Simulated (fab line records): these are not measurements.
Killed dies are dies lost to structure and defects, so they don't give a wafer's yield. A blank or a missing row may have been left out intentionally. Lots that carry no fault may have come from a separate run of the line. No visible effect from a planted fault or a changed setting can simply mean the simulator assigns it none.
fab line records + flow sky130
record:
- lots: 5
- wafers: 15
- last_day: 50
route steps=708 shown POLY_GATE@204 RES_PROTECT@206
lots untouched by any fault: they come from a run of this same line in which no faults occurred
start_h: the number of hours between the record's first day and the start of the first shown wafer of the lot + wait_h: how many hours have passed since the lot's step before this one + " same as the row above + L1.1+2: several wafers, shown together as one row + - either no value or no given start + * or withheld: withheld + < > ~ a bound
route shown NAME@n: NAME is a module with steps in the file, n the number in the route of the first one + usual: average and standard deviation across the fault-free wafers + same: alike in all rows + chamber/n: place in a boat + sites: readings site by site + _std_site: how widely they spread, as a standard deviation + _edge_site: the outer-site mean with the inner-site mean subtracted + radius_mm: for every site, how far away it sits from the centre of the wafer + mask NAME#n: copy n + behind: the last tool/chamber to shape the wafer + hold: the reason the lot was held/the length of the hold in hours/how it ended + device: transistor that didn't switch, given as n, p or np + end of line: the route-end tests of the same wafers + for a step that has no rows: nothing shown but its recipe + killed: the dies lost at the first sort to structure and to defects; this is not the yield of the wafer + map: the dies of a wafer, with x for killed, . for not killed, _ for no die there
set.NAME: the setting that was run; set.NAME@STEP: the one run at that earlier step + model.NAME: the simulator's own value behind a step, which no gauge read
lots seen at some steps along the route; tables by step, rows by wafer
services: the hour from which a tool's chamber was out of use, counted from the record's first day as start_h (under 0 if before that day), plus the number of hours and why
== steps ==
step: SKY_POLY_GATE_CVD_00
recipe:
- material: poly-Si
- target_thk_nm: 180
- temp_c: 620
- time_s: 720
- pressure_mtorr: 200
| lot.wafer  | tool     | chamber | start_h | wait_h |
|------------|----------|---------|---------|--------|
| L080.3+5+6 | lpcvd-01 | 0       | 354.50  | 0.0    |
| L083.1+4+5 | lpcvd-01 | 1       | 387.58  | 0.0    |
| L085.2+3+4 | lpcvd-01 | 0       | 403.44  | 0.0    |
| L087.1+3+5 | lpcvd-01 | 1       | 425.35  | 0.0    |
| L094.3+4+6 | lpcvd-01 | 0       | 487.02  | 1.0    |
step: SKY_POLY_GATE_THK_MEAS_01
recipe:
- reads: poly-Si_of_POLY_GATE_CVD_00
usual:
- POLY_GATE_CVD_00_THK: 180.0/1.7
| lot.wafer | tool          | chamber | start_h | wait_h | POLY_GATE_CVD_00_THK[nm] |
|-----------|---------------|---------|---------|--------|--------------------------|
| L080.3    | film_metro-02 | -       | 355.72  | 0.0    | 180.3                    |
| L080.5    | "             | -       | "       | "      | 182.3                    |
| L080.6    | "             | -       | "       | "      | 181.2                    |
| L083.1    | film_metro-03 | -       | 388.78  | 0.0    | 179.9                    |
| L083.4    | "             | -       | "       | "      | 179.1                    |
| L083.5    | "             | -       | "       | "      | 180.1                    |
| L085.2    | film_metro-04 | -       | 404.65  | 0.0    | 181.2                    |
| L085.3    | "             | -       | "       | "      | 180.6                    |
| L085.4    | "             | -       | "       | "      | 182.6                    |
| L087.1    | film_metro-03 | -       | 426.55  | 0.0    | 179.7                    |
| L087.3    | "             | -       | "       | "      | 180.1                    |
| L087.5    | "             | -       | "       | "      | 179.7                    |
| L094.3    | film_metro-03 | -       | 488.24  | 0.0    | 178.6                    |
| L094.4    | "             | -       | "       | "      | 179.6                    |
| L094.6    | "             | -       | "       | "      | 179.8                    |
step: SKY_RES_PROTECT_DEHYDRATE_00
recipe:
- temp_c: 200
- time_s: 60
| lot.wafer  | tool           | chamber | start_h | wait_h |
|------------|----------------|---------|---------|--------|
| L080.3+5+6 | litho_track-02 | 0       | 369.08  | 13.3   |
| L083.1+4+5 | litho_track-01 | 0       | 402.95  | 14.2   |
| L085.2+3+4 | litho_track-02 | 0       | 419.15  | 14.5   |
| L087.1+3+5 | litho_track-02 | 0       | 441.38  | 14.8   |
| L094.3+4+6 | litho_track-02 | 0       | 502.58  | 14.3   |
step: SKY_RES_PROTECT_HMDS_01
recipe:
- prime_time_s: 60
- prime_temp_c: 120
| lot.wafer  | tool           | chamber | start_h | wait_h |
|------------|----------------|---------|---------|--------|
| L080.3+5+6 | litho_track-02 | 0       | 369.23  | 0.1    |
| L083.1+4+5 | litho_track-01 | 0       | 403.10  | 0.1    |
| L085.2+3+4 | litho_track-02 | 0       | 419.30  | 0.1    |
| L087.1+3+5 | litho_track-02 | 0       | 441.53  | 0.1    |
| L094.3+4+6 | litho_track-02 | 0       | 502.73  | 0.1    |
step: SKY_RES_PROTECT_COAT_02
recipe:
- resist: NOVOLAK
- spin_rpm: 3000
- resist_thk_nm: 1140
| lot.wafer  | tool           | chamber | start_h | wait_h |
|------------|----------------|---------|---------|--------|
| L080.3+5+6 | litho_track-02 | 0       | 369.38  | 0.1    |
| L083.1+4+5 | litho_track-01 | 0       | 403.25  | 0.1    |
| L085.2+3+4 | litho_track-02 | 0       | 419.45  | 0.1    |
| L087.1+3+5 | litho_track-02 | 0       | 441.68  | 0.1    |
| L094.3+4+6 | litho_track-02 | 0       | 502.88  | 0.1    |
step: SKY_RES_PROTECT_SOFTBAKE_03
recipe:
- temp_c: 90
- time_s: 60
- resist: NOVOLAK
| lot.wafer  | tool           | chamber | start_h | wait_h |
|------------|----------------|---------|---------|--------|
| L080.3+5+6 | litho_track-02 | 0       | 369.53  | 0.1    |
| L083.1+4+5 | litho_track-01 | 0       | 403.40  | 0.1    |
| L085.2+3+4 | litho_track-02 | 0       | 419.60  | 0.1    |
| L087.1+3+5 | litho_track-02 | 0       | 441.83  | 0.1    |
| L094.3+4+6 | litho_track-02 | 0       | 503.03  | 0.1    |
step: SKY_RES_PROTECT_EXPOSE_04
recipe:
- mask_id: RPM
- na: 0.6
- source_shape: conventional
- sigma_outer: 0.6
- polarization: unpolarized
- target_cd_nm: 1270
- dose_mj: 131
| lot.wafer  | tool             | chamber | start_h | wait_h | mask  |
|------------|------------------|---------|---------|--------|-------|
| L080.3+5+6 | iline_stepper-02 | 0       | -       | -      | RPM#0 |
| L083.1+4+5 | iline_stepper-01 | 0       | -       | -      | RPM#0 |
| L085.2+3+4 | iline_stepper-01 | 0       | -       | -      | RPM#0 |
| L087.1+3+5 | iline_stepper-01 | 0       | -       | -      | RPM#0 |
| L094.3+4+6 | iline_stepper-02 | 0       | -       | -      | RPM#0 |
step: SKY_RES_PROTECT_PEB_05
recipe:
- temp_c: withheld
- time_s: *
- resist: NOVOLAK
| lot.wafer  | tool           | chamber | start_h | wait_h |
|------------|----------------|---------|---------|--------|
| L080.3+5+6 | litho_track-04 | 0       | -       | -      |
| L083.1+4+5 | litho_track-02 | 0       | -       | -      |
| L085.2+3+4 | litho_track-04 | 0       | -       | -      |
| L087.1+3+5 | litho_track-01 | 0       | -       | -      |
| L094.3+4+6 | litho_track-01 | 0       | -       | -      |
step: SKY_RES_PROTECT_DEVELOP_06
recipe:
- resist: NOVOLAK
- developer: TMAH
- develop_time_s: 60
- dev_temp_c: 23
usual:
- developer_temp_C: 23.02/0.099
same:
- develop_time_s: 60
| lot.wafer | tool           | chamber | start_h | wait_h | developer_temp_C |
|-----------|----------------|---------|---------|--------|------------------|
| L080.3    | litho_track-04 | 0       | 382.94  | 0.1    | 22.93            |
| L080.5    | "              | 0       | "       | "      | 23.08            |
| L080.6    | "              | 0       | "       | "      | 22.97            |
| L083.1    | litho_track-02 | 0       | 418.03  | 0.1    | 23.10            |
| L083.4    | "              | 0       | "       | "      | 23.10            |
| L083.5    | "              | 0       | "       | "      | 23.09            |
| L085.2    | litho_track-04 | 0       | 434.81  | 0.1    | 23.09            |
| L085.3    | "              | 0       | "       | "      | 23.06            |
| L085.4    | "              | 0       | "       | "      | 23.17            |
| L087.1    | litho_track-01 | 0       | 457.10  | 0.1    | 22.98            |
| L087.3    | "              | 0       | "       | "      | 23.14            |
| L087.5    | "              | 0       | "       | "      | 23.05            |
| L094.3    | litho_track-01 | 0       | 518.10  | 0.1    | 22.79            |
| L094.4    | "              | 0       | "       | "      | 22.92            |
| L094.6    | "              | 0       | "       | "      | 23.00            |
step: SKY_POLY_GATE_IMPLANT_02
recipe:
- species: P
- energy_kev: 30
- dose_cm2: 7.7e+15
- tilt_deg: 0
usual:
- beam_energy_keV: 29.999/0.0094
| lot.wafer | tool         | chamber | start_h | wait_h | beam_energy_keV |
|-----------|--------------|---------|---------|--------|-----------------|
| L080.3    | implanter-01 | 0       | 383.09  | 0.1    | 30.000          |
| L080.5    | "            | 0       | "       | "      | 30.023          |
| L080.6    | "            | 0       | "       | "      | 29.991          |
| L083.1    | implanter-04 | 0       | 418.18  | 0.1    | 30.001          |
| L083.4    | "            | 0       | "       | "      | 30.008          |
| L083.5    | "            | 0       | "       | "      | 30.002          |
| L085.2    | implanter-03 | 0       | 434.96  | 0.1    | 29.992          |
| L085.3    | "            | 0       | "       | "      | 30.003          |
| L085.4    | "            | 0       | "       | "      | 29.996          |
| L087.1    | implanter-03 | 0       | 457.25  | 0.1    | 29.989          |
| L087.3    | "            | 0       | "       | "      | 30.003          |
| L087.5    | "            | 0       | "       | "      | 30.008          |
| L094.3    | implanter-01 | 0       | 518.25  | 0.1    | 30.018          |
| L094.4    | "            | 0       | "       | "      | 29.996          |
| L094.6    | "            | 0       | "       | "      | 30.001          |
step: SKY_RES_PROTECT_STRIP_07
recipe:
- chemistry: O2/N2
- power_w: 1400
- pressure_mtorr: 1500
- platen_temp_c: withheld
- o2_flow_sccm: 3000
- n2_flow_sccm: 300
- overash_fraction: 0.5
usual:
- drypump_motor_current_A: 5.7/0.48
- oes_product_au: 0.518/0.0048
- strip_time_to_endpoint_s: 23.31/0.044
same:
- overash_fraction: 0.5
| lot.wafer | tool            | chamber | start_h | wait_h | drypump_motor_current_A | oes_product_au | rf_hours_counter_h | strip_time_to_endpoint_s |
|-----------|-----------------|---------|---------|--------|-------------------------|----------------|--------------------|--------------------------|
| L080.3    | plasma_asher-01 | 0       | 383.22  | 0.1    | 5.1                     | 0.511          | -                  | 23.38                    |
| L080.5    | "               | 1       | "       | "      | 5.7                     | 0.515          | -                  | 23.36                    |
| L080.6    | "               | 0       | "       | "      | 5.1                     | 0.521          | -                  | 23.40                    |
| L083.1    | plasma_asher-01 | 0       | 418.33  | 0.1    | 5.1                     | 0.517          | 61                 | 23.29                    |
| L083.4    | "               | 0       | "       | "      | 5.1                     | 0.516          | -                  | 23.29                    |
| L083.5    | "               | 1       | "       | "      | 5.7                     | 0.515          | -                  | 23.33                    |
| L085.2    | plasma_asher-03 | 0       | 435.09  | 0.1    | 6.5                     | 0.522          | 72                 | 23.28                    |
| L085.3    | "               | 1       | "       | "      | 5.8                     | 0.510          | -                  | 23.28                    |
| L085.4    | "               | 0       | "       | "      | 6.5                     | 0.520          | -                  | 23.32                    |
| L087.1    | plasma_asher-03 | 0       | 457.40  | 0.1    | 6.5                     | 0.507          | 74                 | 23.28                    |
| L087.3    | "               | 1       | "       | "      | 5.8                     | 0.516          | -                  | 23.33                    |
| L087.5    | "               | 1       | "       | "      | 5.8                     | 0.516          | -                  | 23.27                    |
| L094.3    | plasma_asher-03 | 0       | 518.39  | 0.1    | 6.5                     | 0.518          | -                  | 23.33                    |
| L094.4    | "               | 1       | "       | "      | 5.8                     | 0.513          | -                  | 23.28                    |
| L094.6    | "               | 0       | "       | "      | 6.5                     | 0.518          | -                  | 23.35                    |
step: SKY_RES_PROTECT_TW_MEAS_08
usual:
- POLY_GATE_TW: 4023/34
| lot.wafer | tool          | chamber | start_h | wait_h | POLY_GATE_TW |
|-----------|---------------|---------|---------|--------|--------------|
| L080.3    | film_metro-02 | -       | 383.31  | 0.1    | 4053         |
| L080.5    | "             | -       | "       | "      | 4033         |
| L080.6    | "             | -       | "       | "      | 4038         |
| L083.1    | film_metro-02 | -       | 418.43  | 0.1    | 4060         |
| L083.4    | "             | -       | "       | "      | 4060         |
| L083.5    | "             | -       | "       | "      | 4043         |
| L085.2    | film_metro-03 | -       | 435.20  | 0.1    | 4004         |
| L085.3    | "             | -       | "       | "      | 4014         |
| L085.4    | "             | -       | "       | "      | 4031         |
| L087.1    | film_metro-01 | -       | 457.50  | 0.1    | 3982         |
| L087.3    | "             | -       | "       | "      | 3975         |
| L087.5    | "             | -       | "       | "      | 3985         |
| L094.3    | film_metro-02 | -       | 518.47  | 0.1    | 4001         |
| L094.4    | "             | -       | "       | "      | 3983         |
| L094.6    | "             | -       | "       | "      | 3965         |
step: SKY_RES_PROTECT_CLEAN_09
recipe:
- chemistry: SC1/SC2
- mix: 1:4:20
- temp_c: 70
- time_s: 150
- dry: n2_spin
| lot.wafer  | tool         | chamber | start_h | wait_h |
|------------|--------------|---------|---------|--------|
| L080.3+5+6 | wet_bench-03 | 1       | 383.35  | 0.0    |
| L083.1+4+5 | wet_bench-03 | 1       | 418.49  | 0.1    |
| L085.2+3+4 | wet_bench-04 | 1       | 435.25  | 0.0    |
| L087.1+3+5 | wet_bench-03 | 1       | 457.56  | 0.1    |
| L094.3+4+6 | wet_bench-04 | 0       | 518.51  | 0.0    |
step: SKY_POLY_GATE_CVD_03
recipe:
- material: Si3N4
- precursor: DCS/NH3
- target_thk_nm: 75
- temp_c: 770
- time_s: 1290
- pressure_mtorr: 250
| lot.wafer  | tool     | chamber | start_h | wait_h |
|------------|----------|---------|---------|--------|
| L080.3+5+6 | lpcvd-02 | 0       | 386.24  | 2.8    |
| L083.1+4+5 | lpcvd-02 | 0       | 419.56  | 1.0    |
| L085.2+3+4 | lpcvd-02 | 0       | 435.30  | 0.0    |
| L087.1+3+5 | lpcvd-02 | 1       | 457.61  | 0.0    |
| L094.3+4+6 | lpcvd-02 | 0       | 518.67  | 0.1    |
step: SKY_POLY_GATE_THK_MEAS_04
recipe:
- reads: Si3N4_of_POLY_GATE_CVD_03
usual:
- POLY_GATE_CVD_03_THK: 75.1/0.69
| lot.wafer | tool          | chamber | start_h | wait_h | POLY_GATE_CVD_03_THK[nm] |
|-----------|---------------|---------|---------|--------|--------------------------|
| L080.3    | film_metro-03 | -       | 387.63  | 0.0    | 74.9                     |
| L080.5    | "             | -       | "       | "      | 74.8                     |
| L080.6    | "             | -       | "       | "      | 75.1                     |
| L083.1    | film_metro-03 | -       | 420.93  | 0.0    | 74.5                     |
| L083.4    | "             | -       | "       | "      | 74.7                     |
| L083.5    | "             | -       | "       | "      | 74.4                     |
| L085.2    | film_metro-02 | -       | 436.67  | 0.0    | 77.4                     |
| L085.3    | "             | -       | "       | "      | 77.2                     |
| L085.4    | "             | -       | "       | "      | 77.0                     |
| L087.1    | film_metro-04 | -       | 458.97  | 0.0    | 75.1                     |
| L087.3    | "             | -       | "       | "      | 75.5                     |
| L087.5    | "             | -       | "       | "      | 76.4                     |
| L094.3    | film_metro-02 | -       | 520.05  | 0.0    | 75.6                     |
| L094.4    | "             | -       | "       | "      | 75.0                     |
| L094.6    | "             | -       | "       | "      | 75.3                     |
step: SKY_POLY_GATE_DEHYDRATE_05
recipe:
- temp_c: 200
- time_s: 60
| lot.wafer  | tool           | chamber | start_h | wait_h |
|------------|----------------|---------|---------|--------|
| L080.3+5+6 | litho_track-01 | 0       | 401.55  | 13.9   |
| L083.1+4+5 | litho_track-02 | 0       | 435.58  | 14.6   |
| L085.2+3+4 | litho_track-01 | 0       | 451.38  | 14.7   |
| L087.1+3+5 | litho_track-03 | 0       | 473.67  | 14.7   |
| L094.3+4+6 | litho_track-03 | 0       | 534.42  | 14.4   |
step: SKY_POLY_GATE_HMDS_06
recipe:
- prime_time_s: 60
- prime_temp_c: 120
| lot.wafer  | tool           | chamber | start_h | wait_h |
|------------|----------------|---------|---------|--------|
| L080.3+5+6 | litho_track-01 | 0       | 401.70  | 0.1    |
| L083.1+4+5 | litho_track-02 | 0       | 435.73  | 0.1    |
| L085.2+3+4 | litho_track-01 | 0       | 451.53  | 0.1    |
| L087.1+3+5 | litho_track-03 | 0       | 473.82  | 0.1    |
| L094.3+4+6 | litho_track-03 | 0       | 534.57  | 0.1    |
step: SKY_POLY_GATE_COAT_07
recipe:
- resist: BARC
- temp_c: withheld
- time_s: withheld
- spin_rpm: 3000
- resist_thk_nm: 110
| lot.wafer  | tool           | chamber | start_h | wait_h |
|------------|----------------|---------|---------|--------|
| L080.3+5+6 | litho_track-01 | 0       | 401.85  | 0.1    |
| L083.1+4+5 | litho_track-02 | 0       | 435.88  | 0.1    |
| L085.2+3+4 | litho_track-01 | 0       | 451.68  | 0.1    |
| L087.1+3+5 | litho_track-03 | 0       | 473.97  | 0.1    |
| L094.3+4+6 | litho_track-03 | 0       | 534.72  | 0.1    |
step: SKY_POLY_GATE_COAT_08
recipe:
- resist: KrF-thick
- spin_rpm: 3000
- resist_thk_nm: 450
| lot.wafer  | tool           | chamber | start_h | wait_h |
|------------|----------------|---------|---------|--------|
| L080.3+5+6 | litho_track-01 | 0       | -       | -      |
| L083.1+4+5 | litho_track-02 | 0       | -       | -      |
| L085.2+3+4 | litho_track-01 | 0       | -       | -      |
| L087.1+3+5 | litho_track-03 | 0       | -       | -      |
| L094.3+4+6 | litho_track-03 | 0       | -       | -      |
step: SKY_POLY_GATE_SOFTBAKE_09
recipe:
- temp_c: 100
- time_s: 90
- resist: KrF-thick
| lot.wafer  | tool           | chamber | start_h | wait_h |
|------------|----------------|---------|---------|--------|
| L080.3+5+6 | litho_track-01 | 0       | -       | -      |
| L083.1+4+5 | litho_track-02 | 0       | -       | -      |
| L085.2+3+4 | litho_track-01 | 0       | -       | -      |
| L087.1+3+5 | litho_track-03 | 0       | -       | -      |
| L094.3+4+6 | litho_track-03 | 0       | -       | -      |
step: SKY_POLY_GATE_EXPOSE_10
recipe:
- mask_id: P1M
- na: 0.68
- source_shape: conventional
- sigma_outer: 0.6
- target_cd_nm: 150
- dose_mj: 28
| lot.wafer  | tool           | chamber | start_h | wait_h | mask  |
|------------|----------------|---------|---------|--------|-------|
| L080.3+5+6 | krf_scanner-01 | 0       | -       | -      | P1M#0 |
| L083.1+4+5 | krf_scanner-01 | 0       | -       | -      | P1M#0 |
| L085.2+3+4 | krf_scanner-01 | 0       | -       | -      | P1M#0 |
| L087.1+3+5 | krf_scanner-01 | 0       | -       | -      | P1M#0 |
| L094.3+4+6 | krf_scanner-02 | 0       | -       | -      | P1M#0 |
step: SKY_POLY_GATE_PEB_11
recipe:
- peb_temp_c: withheld
- peb_time_s: withheld
- resist: KrF-thick
| lot.wafer  | tool           | chamber | start_h | wait_h |
|------------|----------------|---------|---------|--------|
| L080.3+5+6 | litho_track-01 | 0       | -       | -      |
| L083.1+4+5 | litho_track-03 | 0       | -       | -      |
| L085.2+3+4 | litho_track-03 | 0       | -       | -      |
| L087.1+3+5 | litho_track-03 | 0       | -       | -      |
| L094.3+4+6 | litho_track-03 | 0       | -       | -      |
step: SKY_POLY_GATE_DEVELOP_12
recipe:
- develop_time_s: 60
- resist: KrF-thick
- dev_temp_c: 21
usual:
- developer_temp_C: 21.01/0.11
same:
- develop_time_s: 60
| lot.wafer | tool           | chamber | start_h | wait_h | developer_temp_C |
|-----------|----------------|---------|---------|--------|------------------|
| L080.3    | litho_track-01 | 0       | -       | -      | 20.99            |
| L080.5    | "              | 0       | "       | "      | 21.08            |
| L080.6    | "              | 0       | "       | "      | 21.05            |
| L083.1    | litho_track-03 | 0       | -       | -      | 20.87            |
| L083.4    | "              | 0       | "       | "      | 20.92            |
| L083.5    | "              | 0       | "       | "      | 20.90            |
| L085.2    | litho_track-03 | 0       | -       | -      | 21.06            |
| L085.3    | "              | 0       | "       | "      | 20.93            |
| L085.4    | "              | 0       | "       | "      | 21.05            |
| L087.1    | litho_track-03 | 0       | -       | -      | 21.09            |
| L087.3    | "              | 0       | "       | "      | 21.14            |
| L087.5    | "              | 0       | "       | "      | 21.02            |
| L094.3    | litho_track-03 | 0       | -       | -      | 20.98            |
| L094.4    | "              | 0       | "       | "      | 21.04            |
| L094.6    | "              | 0       | "       | "      | 20.87            |
step: SKY_POLY_GATE_CD_MEAS_13
recipe:
- target_cd_nm: 150
usual:
- cd_nm: 150.0/1.4
| lot.wafer | tool      | chamber | start_h | wait_h | cd_nm |
|-----------|-----------|---------|---------|--------|-------|
| L080.3    | cd_sem-01 | -       | 417.29  | -      | 150.5 |
| L080.5    | "         | -       | "       | "      | 149.3 |
| L080.6    | "         | -       | "       | "      | 149.5 |
| L083.1    | cd_sem-02 | -       | 451.52  | -      | 152.0 |
| L083.4    | "         | -       | "       | "      | 150.4 |
| L083.5    | "         | -       | "       | "      | 150.3 |
| L085.2    | cd_sem-02 | -       | 466.54  | -      | 147.7 |
| L085.3    | "         | -       | "       | "      | 148.9 |
| L085.4    | "         | -       | "       | "      | 147.9 |
| L087.1    | cd_sem-02 | -       | 489.32  | -      | 149.3 |
| L087.3    | "         | -       | "       | "      | 148.4 |
| L087.5    | "         | -       | "       | "      | 149.3 |
| L094.3    | cd_sem-02 | -       | 550.26  | -      | 147.6 |
| L094.4    | "         | -       | "       | "      | 149.6 |
| L094.6    | "         | -       | "       | "      | 149.0 |
step: SKY_POLY_GATE_OVL_MEAS_14
usual:
- POLY_GATE_OVL: -4/5.2
| lot.wafer | tool       | chamber | start_h | wait_h | POLY_GATE_OVL[nm] |
|-----------|------------|---------|---------|--------|-------------------|
| L080.3    | overlay-02 | -       | 417.39  | 0.1    | 8                 |
| L080.5    | "          | -       | "       | "      | 6                 |
| L080.6    | "          | -       | "       | "      | -3                |
| L083.1    | overlay-02 | -       | 451.64  | 0.1    | 3                 |
| L083.4    | "          | -       | "       | "      | 2                 |
| L083.5    | "          | -       | "       | "      | 7                 |
| L085.2    | overlay-01 | -       | 466.65  | 0.1    | -5                |
| L085.3    | "          | -       | "       | "      | 2                 |
| L085.4    | "          | -       | "       | "      | -2                |
| L087.1    | overlay-02 | -       | 489.44  | 0.1    | -2                |
| L087.3    | "          | -       | "       | "      | -8                |
| L087.5    | "          | -       | "       | "      | -7                |
| L094.3    | overlay-02 | -       | 550.35  | 0.1    | -10               |
| L094.4    | "          | -       | "       | "      | -5                |
| L094.6    | "          | -       | "       | "      | 0                 |
step: SKY_POLY_GATE_ETCH_15
recipe:
- chemistry: N2/H2
- target: BARC
- ion_energy_ev: 200
- source_w: 500
- bias_w: 100
- pressure_mtorr: 30
- n2_flow_sccm: 100
- h2_flow_sccm: 200
- stop_on: SiO2
- time_s: 118.5
- target_depth_a: 1100
usual:
- drypump_motor_current_A: 5.5/0.36
- oes_product_au: 0.716/0.0047
- throttle_valve_pct: 13.211/0.0097
| lot.wafer | tool        | chamber | start_h | wait_h | drypump_motor_current_A | oes_product_au | rf_hours_counter_h | throttle_valve_pct |
|-----------|-------------|---------|---------|--------|-------------------------|----------------|--------------------|--------------------|
| L080.3    | rie_diel-03 | 0       | 417.41  | 0.0    | 5.7                     | 0.715          | 2                  | 13.212             |
| L080.5    | "           | 0       | "       | "      | 5.8                     | 0.717          | -                  | 13.220             |
| L080.6    | "           | 3       | "       | "      | 5.6                     | 0.716          | -                  | 13.214             |
| L083.1    | rie_diel-03 | 0       | 451.68  | 0.0    | 5.8                     | 0.716          | 3                  | 13.226             |
| L083.4    | "           | 3       | "       | "      | 5.6                     | 0.715          | 14                 | 13.199             |
| L083.5    | "           | 2       | "       | "      | 5.5                     | 0.719          | -                  | 13.227             |
| L085.2    | rie_diel-02 | 1       | 466.68  | 0.0    | 5.1                     | 0.716          | 12                 | 13.202             |
| L085.3    | "           | 2       | "       | "      | 6.0                     | 0.718          | 0                  | 13.209             |
| L085.4    | "           | 0       | "       | "      | 5.2                     | 0.714          | 53                 | 13.213             |
| L087.1    | rie_diel-04 | 0       | 489.48  | 0.0    | 5.9                     | 0.723          | 82                 | 13.226             |
| L087.3    | "           | 3       | "       | "      | 5.4                     | 0.720          | 27                 | 13.214             |
| L087.5    | "           | 3       | "       | "      | 5.4                     | 0.719          | -                  | 13.216             |
| L094.3    | rie_diel-02 | 1       | 550.38  | 0.0    | 5.1                     | 0.716          | 14                 | 13.210             |
| L094.4    | "           | 3       | "       | "      | 5.5                     | 0.712          | 32                 | 13.209             |
| L094.6    | "           | 1       | "       | "      | 5.1                     | 0.719          | -                  | 13.212             |
step: SKY_POLY_GATE_ETCH_16
recipe:
- stop_on: poly-Si
- chemistry: CH3F/O2
- target: Si3N4
- source_w: 400
- bias_w: 80
- pressure_mtorr: 25
- ch3f_flow_sccm: 40
- O2_flow_sccm: 30
- time_s: 147.5
- target_depth_a: 750
usual:
- drypump_motor_current_A: 5.5/0.36
- oes_product_au: 0.641/0.0055
- throttle_valve_pct: 10.536/0.0093
| lot.wafer | tool        | chamber | start_h | wait_h | drypump_motor_current_A | oes_product_au | rf_hours_counter_h | throttle_valve_pct |
|-----------|-------------|---------|---------|--------|-------------------------|----------------|--------------------|--------------------|
| L080.3    | rie_diel-03 | 0       | 417.49  | 0.0    | 5.7                     | 0.642          | 2                  | 10.527             |
| L080.5    | "           | 0       | "       | "      | 5.7                     | 0.643          | -                  | 10.529             |
| L080.6    | "           | 3       | "       | "      | 5.6                     | 0.626          | -                  | 10.533             |
| L083.1    | rie_diel-03 | 0       | 451.76  | 0.0    | 5.7                     | 0.631          | 3                  | 10.536             |
| L083.4    | "           | 3       | "       | "      | 5.6                     | 0.642          | 14                 | 10.531             |
| L083.5    | "           | 2       | "       | "      | 5.5                     | 0.640          | -                  | 10.536             |
| L085.2    | rie_diel-02 | 1       | 466.76  | 0.0    | 5.1                     | 0.648          | 12                 | 10.543             |
| L085.3    | "           | 2       | "       | "      | 6.0                     | 0.641          | 0                  | 10.542             |
| L085.4    | "           | 0       | "       | "      | 5.2                     | 0.652          | 53                 | 10.531             |
| L087.1    | rie_diel-04 | 0       | 489.56  | 0.0    | 5.9                     | 0.640          | 82                 | 10.536             |
| L087.3    | "           | 3       | "       | "      | 5.3                     | 0.642          | 27                 | 10.532             |
| L087.5    | "           | 3       | "       | "      | 5.4                     | 0.647          | -                  | 10.528             |
| L094.3    | rie_diel-02 | 1       | 550.46  | 0.0    | 5.1                     | 0.644          | 14                 | 10.545             |
| L094.4    | "           | 3       | "       | "      | 5.5                     | 0.643          | 32                 | 10.527             |
| L094.6    | "           | 1       | "       | "      | 5.1                     | 0.641          | -                  | 10.532             |
step: SKY_POLY_GATE_ETCH_17
recipe:
- target_depth_nm: 180
- stop_on: SiO2
- over_etch_frac: 0.56667
- chemistry: HBr/Cl2
- target: poly-Si
- icp_w: 400
- bias_w: 100
- pressure_mtorr: 10
- HBr_flow_sccm: 150
- Cl2_flow_sccm: 50
- time_s: 70.5
usual:
- HBr_flow_sccm: 149.9/0.41
- drypump_motor_current_A: 5.6/0.41
- oes_product_au: 0.987/0.0065
- throttle_valve_pct: 33.685/0.0081
| lot.wafer | tool      | chamber | start_h | wait_h | HBr_flow_sccm | drypump_motor_current_A | oes_product_au | rf_hours_counter_h | throttle_valve_pct |
|-----------|-----------|---------|---------|--------|---------------|-------------------------|----------------|--------------------|--------------------|
| L080.3    | rie_si-01 | 1       | 417.59  | 0.0    | 150.1         | 6.2                     | 0.982          | 5                  | 33.691             |
| L080.5    | "         | 2       | "       | "      | 150.4         | 5.5                     | 0.996          | -                  | 33.679             |
| L080.6    | "         | 1       | "       | "      | 150.1         | 6.1                     | 0.989          | -                  | 33.688             |
| L083.1    | rie_si-01 | 0       | 451.86  | 0.0    | 149.8         | 5.1                     | 0.981          | 0                  | 33.677             |
| L083.4    | "         | 2       | "       | "      | 150.3         | 5.5                     | 0.986          | 43                 | 33.696             |
| L083.5    | "         | 3       | "       | "      | 150.2         | 6.0                     | 0.987          | -                  | 33.689             |
| L085.2    | rie_si-02 | 0       | 466.86  | 0.0    | 149.8         | 5.1                     | 0.994          | 4                  | 33.685             |
| L085.3    | "         | 2       | "       | "      | 150.0         | 5.8                     | 0.990          | 5                  | 33.676             |
| L085.4    | "         | 3       | "       | "      | 149.7         | 5.9                     | 0.988          | 2                  | 33.688             |
| L087.1    | rie_si-02 | 1       | 489.66  | 0.0    | 149.9         | 5.2                     | 0.986          | 1                  | 33.670             |
| L087.3    | "         | 2       | "       | "      | 150.2         | 5.8                     | 0.984          | 5                  | 33.705             |
| L087.5    | "         | 3       | "       | "      | 150.5         | 5.9                     | 0.986          | -                  | 33.686             |
| L094.3    | rie_si-01 | 3       | 550.56  | 0.0    | 149.8         | 6.0                     | 0.990          | 39                 | 33.698             |
| L094.4    | "         | 0       | "       | "      | 151.1         | 5.1                     | 0.989          | -                  | 33.699             |
| L094.6    | "         | 1       | "       | "      | 150.1         | 6.1                     | 0.988          | -                  | 33.679             |
== services ==
| tool             | chamber | start_h | hours | kind   |
|------------------|---------|---------|-------|--------|
| plasma_asher-03  | -       | 332.09  | 1.1   | repair |
| implanter-01     | -       | 337.04  | 4.3   | pm     |
| rie_si-01        | 2       | 338.63  | 4.0   | repair |
| krf_scanner-01   | -       | 341.51  | 1.0   | pm     |
| implanter-01     | -       | 341.87  | 1.5   | repair |
| wet_bench-04     | -       | 344.01  | 4.4   | pm     |
| krf_scanner-01   | -       | 345.56  | 0.2   | repair |
| krf_scanner-01   | -       | 376.41  | 1.3   | pm     |
| plasma_asher-03  | -       | 381.36  | 2.0   | repair |
| rie_diel-02      | -       | 386.98  | 0.6   | repair |
| rie_si-02        | 3       | 393.40  | 7.5   | repair |
| lpcvd-01         | -       | 394.09  | 2.8   | pm     |
| rie_si-01        | 2       | 399.56  | 4.2   | repair |
| krf_scanner-01   | -       | 405.19  | 0.8   | pm     |
| rie_diel-02      | 1       | 407.03  | 5.7   | repair |
| iline_stepper-02 | -       | 421.40  | 0.6   | repair |
| rie_diel-03      | 1       | 468.39  | 11.6  | repair |
| rie_diel-03      | 2       | 469.09  | 2.1   | repair |
| lpcvd-02         | -       | 483.20  | 0.5   | repair |
| rie_diel-03      | 3       | 497.83  | 31.4  | repair |
| plasma_asher-03  | -       | 501.43  | 2.8   | pm     |
| krf_scanner-01   | -       | 510.51  | 1.0   | pm     |
| iline_stepper-01 | -       | 538.29  | 1.7   | pm     |
| iline_stepper-01 | -       | 548.95  | 4.4   | pm     |
== key ==
fault none
